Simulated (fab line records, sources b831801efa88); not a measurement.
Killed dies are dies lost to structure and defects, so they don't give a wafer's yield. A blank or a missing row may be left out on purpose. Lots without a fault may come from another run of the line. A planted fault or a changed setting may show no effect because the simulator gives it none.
Tool commonality check | flow sky130 | 10 lots, 30 wafers sampled

WHY IT WAS OPENED
At SKY_POLY_GATE_THK_MEAS_04 the reading POLY_GATE_CVD_03_THK is flagged on 3 of 10 lots. Wafers without a fault read 75.5 nm, standard deviation 0.71.
Rule: a lot is flagged when every wafer of it that has a number lies more than 4 standard deviations from that mean, or none has a number. The other lots count as sound.

lot  | measured     | on            | POLY_GATE_CVD_03_THK (nm), wafer by wafer | flag
L783 | day 15 08:56 | film_metro-01 | 75.8 75.8 76.1                            |
L786 | day 16 23:04 | film_metro-02 | 75.2 75.6 75.6                            |
L785 | day 17 01:30 | film_metro-01 | 74.2 74.5 74.4                            |
L790 | day 18 10:55 | film_metro-02 | 49.2 48.7 48.7                            | FLAGGED
L791 | day 19 01:18 | film_metro-02 | 48.8 48.2 48.7                            | FLAGGED
L792 | day 19 06:16 | film_metro-02 | 48.7 47.9 48.5                            | FLAGGED
L799 | day 21 22:15 | film_metro-04 | 75.4 75.5 74.9                            |
L800 | day 22 05:16 | film_metro-01 | 76.3 75.0 75.3                            |
L802 | day 22 16:58 | film_metro-04 | 75.4 75.8 76.0                            |
L805 | day 23 15:49 | film_metro-02 | 76.7 77.0 76.6                            |
The numbers of the flagged lots are 48.6 nm on average: -26.9 nm against the usual, or -38 standard deviations.

WHICH TOOL RAN EACH LOT
The record holds 2 process steps before the reading, out of a route of 708 steps. In each cell: the tool, then ch and the chambers that the sampled wafers went through, then the start.
lot  | flag    | SKY_SONOS_ONO_STRIP_17               | SKY_POLY_GATE_CVD_03
L783 |         | plasma_asher-04 ch 0,1, day 12 18:15 | lpcvd-02 ch 1, day 15 07:35
L786 |         | plasma_asher-03 ch 0,1, day 14 05:38 | lpcvd-02 ch 0, day 16 21:41
L785 |         | plasma_asher-01 ch 0,1, day 14 08:41 | lpcvd-02 ch 1, day 17 00:07
L790 | FLAGGED | plasma_asher-03 ch 0,1, day 15 16:08 | lpcvd-02 ch 1, day 18 09:33
L791 | FLAGGED | plasma_asher-04 ch 0,1, day 16 03:47 | lpcvd-02 ch 1, day 18 23:57
L792 | FLAGGED | plasma_asher-04 ch 0,1, day 16 07:35 | lpcvd-02 ch 0, day 19 04:13
L799 |         | plasma_asher-03 ch 0,1, day 19 01:06 | lpcvd-02 ch 0, day 21 20:53
L800 |         | plasma_asher-03 ch 1, day 19 09:49   | lpcvd-02 ch 1, day 22 03:54
L802 |         | plasma_asher-01 ch 0,1, day 19 21:51 | lpcvd-02 ch 1, day 22 15:35
L805 |         | plasma_asher-04 ch 0,1, day 20 19:14 | lpcvd-02 ch 0, day 23 14:28
What these steps do:
- SKY_SONOS_ONO_STRIP_17: strips in O2/N2.
- SKY_POLY_GATE_CVD_03: deposits Si3N4 from DCS/NH3, target thk 75 nm, time 1290 s.
- SKY_POLY_GATE_THK_MEAS_04

FLAGGED OVER TOTAL, TOOL BY TOOL (the gauges that took the reading come last)
step                      | tool            | lots run | flagged | share of the flagged lots | sound lots run after its first flagged lot
SKY_SONOS_ONO_STRIP_17    | plasma_asher-01 | 2        | 0       | none                      | -
SKY_SONOS_ONO_STRIP_17    | plasma_asher-03 | 4        | 1       | some                      | 2 (L799,L800)
SKY_SONOS_ONO_STRIP_17    | plasma_asher-04 | 4        | 2       | some                      | 1 (L805)
SKY_POLY_GATE_CVD_03      | lpcvd-02        | 10       | 3       | all                       | 4 (L799,L800,L802,L805)
SKY_POLY_GATE_THK_MEAS_04 | film_metro-01   | 3        | 0       | none                      | -
SKY_POLY_GATE_THK_MEAS_04 | film_metro-02   | 5        | 3       | all                       | 1 (L805)
SKY_POLY_GATE_THK_MEAS_04 | film_metro-04   | 2        | 0       | none                      | -

WHAT THE TABLE ALLOWS
2 rows of the table ran every flagged lot: lpcvd-02 at SKY_POLY_GATE_CVD_03, film_metro-02 at SKY_POLY_GATE_THK_MEAS_04.
- lpcvd-02 at SKY_POLY_GATE_CVD_03: 3 of its 10 lots flagged. Sound lots ran on it after the first flagged one (L799, L800, L802, L805), which a lasting fault on the whole tool wouldn't allow.
- film_metro-02 at SKY_POLY_GATE_THK_MEAS_04: 3 of its 5 lots flagged. Sound lots ran on it after the first flagged one (L805), which a lasting fault on the whole tool wouldn't allow.
No row of the table ran every flagged lot and no sound lot after the first.

WHAT THE SIMULATOR HAD PUT IN
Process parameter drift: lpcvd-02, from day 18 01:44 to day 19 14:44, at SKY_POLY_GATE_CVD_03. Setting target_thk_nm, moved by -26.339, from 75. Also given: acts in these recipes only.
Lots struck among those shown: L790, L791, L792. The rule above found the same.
